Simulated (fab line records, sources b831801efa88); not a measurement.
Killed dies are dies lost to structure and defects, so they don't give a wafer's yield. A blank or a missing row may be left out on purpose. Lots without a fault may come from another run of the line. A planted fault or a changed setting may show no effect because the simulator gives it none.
fab line records | flow sky130
record lots=6 wafers=18 last_day=48
route steps=708 shown SONOS_ONO@172 PAD_OPEN@708
lots that met no fault: from a run of the same line without faults
start_h: hours from the record's first day to the start of the lot's first wafer shown | wait_h: hours since the lot's step before | " the same as in the row above | L1.1+2: a row that stands for several wafers | - no value, or no start given | * or withheld: withheld | < > ~ a bound
route shown NAME@n: a module of which the file shows steps, and the number in the route of the first | usual: mean/standard deviation of fault-free wafers | same: alike in all rows | chamber/n: place in a boat | sites: the reading at each site | _std_site: their standard deviation | _edge_site: outer sites' mean less inner sites' | radius_mm: how far each site lies from the wafer's centre | mask NAME#n: copy n | behind: the tool/chamber that last shaped the wafer | hold: why the lot was held/for how many hours/how that ended | device: the transistor (n, p or np) that didn't switch | end of line: the same wafers' tests at the end of the route | a step without rows: its recipe alone | killed: dies lost to structure and defects at the first sort, not the wafer's yield | map: a wafer's dies, x killed, . not, _ none there
set.NAME: the setting as run; set.NAME@STEP: as run at that earlier step | model.NAME: the simulator's own value behind a step, which no gauge read
lots at some steps of the route; a table a step, a row a wafer
services: from which hour (start_h, from the record's first day; less than 0 if before it) a tool's chamber was out of use, for how many hours, and why
## steps
# step SKY_SONOS_ONO_CVD_04
# recipe material=SiO2 precursor=SiH4/N2O target_thk_nm=5.7199 temp_c=900 pressure_mtorr=380
# step SKY_SONOS_ONO_THK_MEAS_05
# recipe reads=SiO2_of_SONOS_ONO_CVD_04
# usual SONOS_ONO_CVD_04_THK=5.58/0.11
# columns lot.wafer tool chamber start_h wait_h SONOS_ONO_CVD_04_THK[nm]
L392.1 film_metro-01 - 272.54 0.0 5.56
L392.3 " - " " 5.64
L392.6 " - " " 5.57
L393.1 film_metro-02 - 288.39 0.0 5.26
L393.4 " - " " 5.38
L393.5 " - " " 5.36
L400.1 film_metro-01 - 341.39 0.0 5.76
L400.2 " - " " 5.77
L400.3 " - " " 5.65
L401.3 film_metro-01 - 342.66 0.0 5.51
L401.4 " - " " 5.59
L401.6 " - " " 5.62
L402.1 film_metro-02 - 355.92 0.0 5.66
L402.2 " - " " 5.55
L402.4 " - " " 5.60
L405.2 film_metro-04 - 371.47 0.0 5.59
L405.3 " - " " 5.48
L405.4 " - " " 5.53
# step SKY_SONOS_ONO_DEHYDRATE_06
# recipe temp_c=200 time_s=60
# step SKY_SONOS_ONO_HMDS_07
# recipe prime_time_s=60 prime_temp_c=120
# step SKY_SONOS_ONO_COAT_08
# recipe resist=NOVOLAK spin_rpm=3000 resist_thk_nm=1140
# step SKY_SONOS_ONO_SOFTBAKE_09
# recipe temp_c=90 time_s=60 resist=NOVOLAK
# step SKY_SONOS_ONO_EXPOSE_10
# recipe mask_id=ONOM target_cd_nm=410 na=0.6 source_shape=conventional sigma_outer=0.6 dose_mj=150
# step SKY_SONOS_ONO_PEB_11
# recipe temp_c=withheld time_s=* resist=NOVOLAK
# step SKY_SONOS_ONO_DEVELOP_12
# recipe develop_time_s=60 dev_temp_c=23
# step SKY_SONOS_ONO_CD_MEAS_13
# recipe target_cd_nm=410
# usual cd_nm=410.1/2.6
# columns lot.wafer tool chamber start_h wait_h cd_nm
L392.1 cd_sem-02 - 296.96 0.1 408.5
L392.3 " - " " 409.6
L392.6 " - " " 408.5
L393.1 cd_sem-01 - 312.46 0.1 412.3
L393.4 " - " " 410.1
L393.5 " - " " 413.2
L400.1 cd_sem-02 - 368.80 0.1 416.9
L400.2 " - " " 414.9
L400.3 " - " " 414.9
L401.3 cd_sem-01 - 370.43 0.1 410.5
L401.4 " - " " 408.5
L401.6 " - " " 408.0
L402.1 cd_sem-01 - 382.96 0.1 413.2
L402.2 " - " " 410.5
L402.4 " - " " 410.7
L405.2 cd_sem-01 - 399.27 0.1 407.0
L405.3 " - " " 404.8
L405.4 " - " " 406.8
# step SKY_SONOS_ONO_OVL_MEAS_14
# usual SONOS_ONO_OVL=-0.6/1.6
# columns lot.wafer tool chamber start_h wait_h SONOS_ONO_OVL[nm]
L392.1 overlay-02 - 297.08 0.1 1.3
L392.3 " - " " 1.5
L392.6 " - " " 0.1
L393.1 overlay-02 - 312.58 0.1 -2.4
L393.4 " - " " -1.4
L393.5 " - " " -2.6
L400.1 overlay-02 - 368.92 0.1 -1.8
L400.2 " - " " -3.3
L400.3 " - " " -3.4
L401.3 overlay-01 - 372.89 2.4 -0.4
L401.4 " - " " 0.3
L401.6 " - " " -1.2
L402.1 overlay-01 - 383.08 0.1 -1.2
L402.2 " - " " 0.7
L402.4 " - " " -0.7
L405.2 overlay-02 - 399.38 0.1 1.3
L405.3 " - " " 2.8
L405.4 " - " " 1.6
# step SKY_SONOS_ONO_ETCH_15
# recipe target_depth_nm=19.52 chemistry=CHF3/O2 source_w=600 bias_w=200 pressure_mtorr=40 chf3_flow_sccm=50 O2_flow_sccm=5 time_s=7.8
# usual chamber_pressure_mTorr=40.00/0.036 drypump_motor_current_A=5.8/0.53 oes_product_au=1.000/0.01 rf_fwd_power_W=589/3.7 throttle_valve_pct=8.825/0.0096
# columns lot.wafer tool chamber start_h wait_h chamber_pressure_mTorr drypump_motor_current_A oes_product_au rf_fwd_power_W rf_hours_counter_h throttle_valve_pct
L392.1 rie_diel-03 0 297.12 0.0 39.97 4.9 0.991 584 1 8.839
L392.3 " 2 " " 39.94 6.4 0.999 592 31 8.817
L392.6 " 1 " " 39.98 5.8 0.992 588 - 8.835
L393.1 rie_diel-04 0 312.62 0.0 40.01 6.5 1.018 593 48 8.837
L393.4 " 3 " " 39.97 6.3 1.014 588 2 8.832
L393.5 " 0 " " 40.07 6.5 1.022 593 - 8.826
L400.1 rie_diel-04 3 368.96 0.0 39.97 6.2 1.002 582 3 8.804
L400.2 " 2 " " 39.97 5.2 1.007 586 1 8.842
L400.3 " 0 " " 39.98 6.5 1.015 592 49 8.835
L401.3 rie_diel-02 0 372.92 0.0 39.98 5.2 0.999 591 14 8.838
L401.4 " 2 " " 39.94 5.8 0.984 591 - 8.835
L401.6 " 1 " " 39.99 6.6 1.011 587 - 8.827
L402.1 rie_diel-02 1 383.12 0.0 40.06 6.6 1.001 585 73 8.822
L402.2 " 2 " " 39.99 5.7 0.993 594 76 8.823
L402.4 " 0 " " 40.00 5.2 0.998 592 14 8.815
L405.2 rie_diel-04 0 399.41 0.0 40.05 6.5 1.005 594 49 8.824
L405.3 " 2 " " 40.02 5.2 0.998 583 1 8.814
L405.4 " 1 " " 39.95 5.7 1.010 591 6 8.823
# step SKY_SONOS_ONO_WET_ETCH_16
# recipe chemistry=dHF target_depth_nm=14 dry=n2_spin target=SiO2 dilution=100:1 temp_c=25 time_s=280
# usual run_length_s=306.1/2.3
# columns lot.wafer tool chamber start_h wait_h run_length_s
L392.1 wet_bench-01 1 297.14 0.0 307.7
L392.3 " 1 " " 307.7
L392.6 " 1 " " 307.7
L393.1 wet_bench-02 2 312.64 0.0 304.7
L393.4 " 2 " " 304.7
L393.5 " 2 " " 304.7
L400.1 wet_bench-01 3 368.98 0.0 295.3
L400.2 " 3 " " 295.3
L400.3 " 3 " " 295.3
L401.3 wet_bench-01 2 372.94 0.0 296.8
L401.4 " 2 " " 296.8
L401.6 " 2 " " 296.8
L402.1 wet_bench-02 0 383.14 0.0 304.7
L402.2 " 0 " " 304.7
L402.4 " 0 " " 304.7
L405.2 wet_bench-02 0 399.43 0.0 305.6
L405.3 " 0 " " 305.6
L405.4 " 0 " " 305.6
# step SKY_SONOS_ONO_STRIP_17
# recipe chemistry=O2/N2 power_w=1400 pressure_mtorr=1500 platen_temp_c=withheld o2_flow_sccm=3000 n2_flow_sccm=300 overash_fraction=0.5
# usual chamber_pressure_mTorr=1500.0/1.4 drypump_motor_current_A=5.8/0.45 oes_product_au=0.710/0.0041 strip_time_to_endpoint_s=14.10/0.038
# columns lot.wafer tool chamber start_h wait_h chamber_pressure_mTorr drypump_motor_current_A oes_product_au rf_hours_counter_h strip_time_to_endpoint_s
L392.1 plasma_asher-01 0 297.22 0.0 1500.0 5.5 0.709 53 14.13
L392.3 " 0 " " 1498.8 5.5 0.716 - 14.13
L392.6 " 0 " " 1497.3 5.5 0.717 - 14.15
L393.1 plasma_asher-02 1 312.72 0.0 1500.8 5.9 0.707 19 14.16
L393.4 " 0 " " 1500.6 5.9 0.714 - 14.16
L393.5 " 0 " " 1500.9 5.9 0.703 - 14.14
L400.1 plasma_asher-02 0 369.06 0.0 1501.5 5.9 0.709 25 14.06
L400.2 " 1 " " 1500.7 5.9 0.711 25 14.07
L400.3 " 0 " " 1501.5 5.9 0.710 - 14.06
L401.3 plasma_asher-03 0 373.06 0.0 1502.0 6.6 0.716 - 14.11
L401.4 " 1 " " 1499.7 6.0 0.710 - 14.12
L401.6 " 0 " " 1498.4 6.6 0.708 - 14.09
L402.1 plasma_asher-02 1 383.22 0.0 1500.9 5.9 0.716 26 14.15
L402.2 " 0 " " 1500.5 5.9 0.702 26 14.18
L402.4 " 1 " " 1499.3 5.9 0.712 - 14.13
L405.2 plasma_asher-02 1 399.51 0.0 1498.5 5.9 0.707 27 14.05
L405.3 " 1 " " 1500.4 5.9 0.707 - 14.05
L405.4 " 0 " " 1498.4 5.9 0.712 - 14.06
# step SKY_PAD_OPEN_PROBE_99
# usual killed_at_M0_to_M3=43/6.8 killed_at_M4_up=3.1/1.6 killed_at_contacts=24/5.4 killed_at_front_end=16/4.4 killed_at_other=0.2/0.48 killed_dies=87/8.8 killed_open=48/6.4 killed_short=39/6.2
# same gross_dies=492 killed_at_back_side=0
# columns lot.wafer tool chamber start_h wait_h killed_at_M0_to_M3 killed_at_M4_up killed_at_contacts killed_at_front_end killed_at_other killed_dies killed_open killed_short
L392.1 prober-01 - 1088.88 0.1 47 4 26 16 0 93 53 40
L392.3 prober-01 - 1088.98 0.2 43 4 26 10 0 83 49 34
L392.6 prober-01 - 1089.13 0.2 47 4 31 9 1 92 49 43
L393.1 prober-02 - 1101.12 0.1 43 4 23 12 0 82 42 40
L393.4 prober-02 - 1101.27 0.2 46 4 31 12 1 94 52 42
L393.5 prober-02 - 1101.32 0.2 43 2 18 16 1 80 40 40
L400.1 prober-01 - 1141.58 0.1 43 0 21 15 0 79 45 34
L400.2 prober-01 - 1141.63 0.1 38 1 29 21 0 89 45 44
L400.3 prober-01 - 1141.68 0.2 47 1 33 20 0 101 58 43
L401.3 prober-02 - 1145.67 0.2 42 3 23 15 0 83 43 40
L401.4 prober-02 - 1145.72 0.2 53 4 16 9 0 82 42 40
L401.6 prober-02 - 1145.82 0.2 48 4 22 14 0 88 48 40
L402.1 prober-01 - 1149.05 0.1 38 2 26 17 0 83 43 40
L402.2 prober-01 - 1149.10 0.1 46 4 37 7 1 95 50 45
L402.4 prober-01 - 1149.20 0.2 52 5 24 16 0 97 49 48
# killed by level:class
L392.1 VIA1:geometric_particle:open=14 VIA1:geometric_particle:short=10 LI_CONTACT:geometric_particle:open=9 CONTACT:geometric_particle:open=6 METAL1:geometric_particle:short=5 FIELD_ISO:geometric_particle:open=4 LOCAL_INTERCONNECT:geometric_particle:open=4 CONTACT:geometric_particle:short=4
L392.3 CONTACT:geometric_particle:open=13 VIA1:geometric_particle:open=8 METAL1:geometric_particle:short=7 VIA3:geometric_particle:open=6 LI_CONTACT:geometric_particle:open=5 VIA1:geometric_particle:short=5 METAL2:geometric_particle:short=5 CONTACT:geometric_particle:short=4
L392.6 VIA1:geometric_particle:open=15 CONTACT:geometric_particle:open=11 METAL2:geometric_particle:short=8 LI_CONTACT:geometric_particle:short=6 LOCAL_INTERCONNECT:geometric_particle:short=5 VIA2:geometric_particle:open=5 METAL1:geometric_particle:short=4 POLY_GATE:geometric_particle:open=4
L393.1 METAL1:geometric_particle:short=10 CONTACT:geometric_particle:short=7 CONTACT:geometric_particle:open=7 VIA2:geometric_particle:open=7 LI_CONTACT:geometric_particle:open=6 VIA1:geometric_particle:open=6 VIA3:geometric_particle:open=6 POLY_GATE:geometric_particle:open=4
L393.4 CONTACT:geometric_particle:open=16 METAL1:geometric_particle:short=8 LI_CONTACT:geometric_particle:open=7 VIA3:geometric_particle:open=7 VIA1:geometric_particle:open=6 METAL3:geometric_particle:short=6 VIA1:geometric_particle:short=5 FIELD_ISO:geometric_particle:open=4
L393.5 METAL1:geometric_particle:short=10 LI_CONTACT:geometric_particle:open=9 VIA1:geometric_particle:open=7 VIA1:geometric_particle:short=6 FIELD_ISO:geometric_particle:open=5 CONTACT:geometric_particle:open=5 POLY_GATE:geometric_particle:short=4 METAL3:geometric_particle:short=4
L400.1 VIA1:geometric_particle:open=9 CONTACT:geometric_particle:open=7 VIA2:geometric_particle:open=6 METAL2:geometric_particle:short=6 VIA3:geometric_particle:open=6 VIA1:geometric_particle:short=5 LI_CONTACT:geometric_particle:open=4 CONTACT:geometric_particle:short=4
L400.2 CONTACT:geometric_particle:open=10 VIA1:geometric_particle:short=9 LI_CONTACT:geometric_particle:open=7 CONTACT:geometric_particle:short=7 FIELD_ISO:geometric_particle:open=6 VIA2:geometric_particle:open=6 POLY_GATE:geometric_particle:open=5 VIA1:geometric_particle:open=5
L400.3 CONTACT:geometric_particle:open=13 VIA1:geometric_particle:open=11 LI_CONTACT:geometric_particle:open=7 VIA3:geometric_particle:open=7 LOCAL_INTERCONNECT:geometric_particle:short=6 VIA1:geometric_particle:short=6 FIELD_ISO:geometric_particle:short=5 FIELD_ISO:geometric_particle:open=5
L401.3 VIA1:geometric_particle:open=13 CONTACT:geometric_particle:short=6 METAL1:geometric_particle:short=6 FIELD_ISO:geometric_particle:short=5 LOCAL_INTERCONNECT:geometric_particle:short=5 CONTACT:geometric_particle:open=5 METAL2:geometric_particle:short=5 VIA3:geometric_particle:open=5
L401.4 VIA2:geometric_particle:open=12 VIA1:geometric_particle:open=9 METAL1:geometric_particle:short=7 LOCAL_INTERCONNECT:geometric_particle:short=6 CONTACT:geometric_particle:open=5 VIA1:geometric_particle:short=5 VIA3:geometric_particle:open=5 FIELD_ISO:geometric_particle:short=4
L401.6 VIA1:geometric_particle:open=10 LI_CONTACT:geometric_particle:open=8 VIA2:geometric_particle:short=7 CONTACT:geometric_particle:open=6 METAL1:geometric_particle:short=6 VIA2:geometric_particle:open=6 METAL2:geometric_particle:short=5 POLY_GATE:geometric_particle:open=5
L402.1 LI_CONTACT:geometric_particle:open=12 METAL1:geometric_particle:short=7 CONTACT:geometric_particle:open=7 VIA1:geometric_particle:open=7 CONTACT:geometric_particle:short=5 VIA3:geometric_particle:short=5 FIELD_ISO:geometric_particle:short=4 POLY_GATE:geometric_particle:short=4
L402.2 VIA1:geometric_particle:open=13 CONTACT:geometric_particle:open=11 LI_CONTACT:geometric_particle:open=8 CONTACT:geometric_particle:short=8 LI_CONTACT:geometric_particle:short=7 METAL2:geometric_particle:short=6 VIA3:geometric_particle:open=6 METAL1:geometric_particle:short=5
L402.4 VIA1:geometric_particle:open=11 CONTACT:geometric_particle:open=9 METAL1:geometric_particle:short=7 VIA2:geometric_particle:short=7 VIA2:geometric_particle:open=7 VIA3:geometric_particle:open=6 FIELD_ISO:geometric_particle:short=5 CONTACT:geometric_particle:short=5
## services
# columns tool chamber start_h hours kind
rie_diel-04 2 288.62 - clean
rie_diel-04 2 288.62 22.1 scheduled_down
rie_diel-04 2 288.62 22.1 vent_cycle
wet_bench-02 - 300.57 2.0 repair
rie_diel-03 2 301.33 5.1 repair
plasma_asher-03 - 307.75 2.1 repair
rie_diel-04 3 315.81 27.6 repair
rie_diel-04 - 345.68 2.8 pm
rie_diel-02 3 362.50 19.1 repair
plasma_asher-01 - 374.71 0.4 repair
plasma_asher-02 - 378.76 2.0 repair
rie_diel-02 0 389.58 13.8 repair
rie_diel-02 1 392.86 4.8 repair
rie_diel-02 2 397.48 2.0 repair
## key
first_sign step=SKY_SONOS_ONO_WET_ETCH_16 reading=run_length_s direction=down sigmas=4.4 usual=* struck=*
effect none on later readings
met_at SKY_SONOS_ONO_WET_ETCH_16
struck_wafers L400.1,L400.2,L400.3,L401.3,L401.4,L401.6
tester_left_out L400,L401
onset_between 297.14 368.98
fault kind=process_parameter_drift tool=wet_bench-01 chamber=- onset_h=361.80 steps=SKY_SONOS_ONO_WET_ETCH_16 channel=time_s offset=* shape=step end_h=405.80 acts_in=* stated=*
# tester_left_out: of these lots the tester's yield and bins aren't shown, on N5 and GAA mostly nor the transistor test; their killed dies are dies lost to structure and defects alone, not to doping, threshold or leakage, so they don't give the yield
